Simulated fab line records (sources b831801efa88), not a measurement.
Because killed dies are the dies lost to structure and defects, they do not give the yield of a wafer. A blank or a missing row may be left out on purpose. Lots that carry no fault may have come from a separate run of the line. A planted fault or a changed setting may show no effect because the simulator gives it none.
Chamber matching    flow gf180mcu    cmp-02 running GF_STI_CMP_25: 4 sister chambers
The step polishes, stops on Si3N4, t overpolish 33 s, target thk 524.6 nm. 8 wafers are shown with their chamber, then 10 later ones without.

## WAFERS, EACH WITH ITS CHAMBER
wafer   chamber  motor current A (A)  time to endpoint s (s)
L727.6  3        11.6                 128
L733.1  2        12.3                 127
L733.3  0        11.2                 124
L734.1  1        12.7                 123
L734.5  3        11.4                 119
L734.6  0        11.6                 124
L736.2  1        12.8                 123
L736.4  2        12.3                 136

## WAFERS MISSING THEIR CHAMBER
wafer   motor current A (A)  time to endpoint s (s)
L736.5  13.4                 129
L743.4  11.0                 125
L743.5  11.7                 130
L743.6  12.1                 124
L744.1  11.6                 119
L744.3  11.7                 128
L744.6  12.9                 120
L745.1  11.9                 128
L745.3  11.6                 127
L745.4  11.2                 117

## WHICH CHAMBER EACH ONE RAN IN
wafer   from the rows above           in truth
L736.5  1                             1
L743.4  can't be placed: 0 or 3       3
L743.5  can't be placed: 3 or 0 or 2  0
L743.6  can't be placed: 2 or 3 or 1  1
L744.1  can't be placed: 3 or 0       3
L744.3  can't be placed: 3 or 0       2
L744.6  1                             1
L745.1  can't be placed: 2 or 3 or 0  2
L745.3  can't be placed: 3 or 0       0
L745.4  can't be placed: 0 or 3       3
Correctly placed: 2 of 10. Cannot be placed on the basis of these rows: 8; the candidates contain the true chamber in 7. Number placed wrongly: 0.
How it was worked out, from the rows above alone: a wafer's distance from a chamber is the root of the sum, over the readings, of the square of ((its reading less the chamber's mean) divided by the reading's scatter). The wafer belongs to the nearest chamber; if the next one is less than 2 further off, it can't be placed. For every chamber, the mean is computed from those of its wafers that are shown. The scatter: take each reading less its chamber's mean, square it, sum over the shown wafers, divide by the number of wafers less the number of chambers, and take the root.
